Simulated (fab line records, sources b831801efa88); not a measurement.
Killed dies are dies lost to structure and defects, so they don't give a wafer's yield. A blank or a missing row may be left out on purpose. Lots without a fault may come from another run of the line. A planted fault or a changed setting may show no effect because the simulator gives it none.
Problem report in the 8D (eight disciplines) form, filled by code | flow sky130 | the parts of the form that need people (team, actions taken, sign-off) are left out

1. THE PROBLEM
spin_speed_rpm at SKY_METAL3_COAT_07 reads a mean of 2879.5 rpm on 6 wafers of 2 lots; wafers without a fault read 2999.2 rpm with a standard deviation of 2.3. That is -52 standard deviations from the usual mean.
The step: resist thk 60 nm.
First seen on wafer L805.1, day 42 10:49, on litho_track-04. The record holds 18 wafers of 6 lots with a number at this step. Rule for "out", or "out of limits": more than 4 standard deviations from the usual mean. The other wafers with a number count as sound.

2. WHAT IT IS AND WHAT IT IS NOT
question                    | is                     | is not
which readings at this step | spin_speed_rpm         | -
which lots                  | L805, L806             | L792, L799, L811, L813
which wafers of those lots  | all that have a number | -
read on which tools         | litho_track-04         | litho_track-02, litho_track-03
when                        | from day 42 10:49      | up to then (6 sound wafers); but 6 sound wafers of L811, L813 came after

3. SUSPECTS, AND WHAT RULES EACH OUT
Counting: a tool at a process step up to the reading stays a suspect if it ran every lot that is out and no sound lot after the first of them.
- litho_track-04 at SKY_METAL3_COAT_07 (resist thk 60 nm): kept. It ran every lot that is out, first L805 (day 42 10:49), and no sound lot after that; its last sound lot up to then is L799 (day 41 10:17). Its own readings are out on those wafers: spin_speed_rpm.
Left after counting: litho_track-04 at SKY_METAL3_COAT_07.

4. THE CAUSE (what the simulator had put in)
Process parameter drift: litho_track-04, from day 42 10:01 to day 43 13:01, at SKY_METAL3_COAT_07. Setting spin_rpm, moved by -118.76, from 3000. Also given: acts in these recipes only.
Counting left only this tool.

5. THE CHAIN OF EFFECTS, in route order
Each row: a reading whose mean over the struck wafers that have a number lies more than 3 standard deviations from the usual. Only readings for which the record gives a usual standard deviation are gone through. hours: the time from each lot's start at the first step in this table that gives one to its start at this step, as a median over the lots. sigmas: the change in usual standard deviations.
hours | step               | reading        | usual      | on struck wafers | change | sigmas
0     | SKY_METAL3_COAT_07 | spin_speed_rpm | 2999.2 rpm | 2879.5           | -119.7 | -52
The process steps in it:
- SKY_METAL3_COAT_07: resist thk 60 nm.
Later measuring or inspecting steps at which every struck wafer that the step has a row for has a number for every such reading, and none has moved that far: SKY_METAL3_CD_MEAS_13, SKY_METAL3_OVL_MEAS_14.

6. WHAT WOULD HAVE CAUGHT IT SOONER
In this record the first reading out of limits was taken at day 42 10:49, 1 hour after the fault began at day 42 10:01.
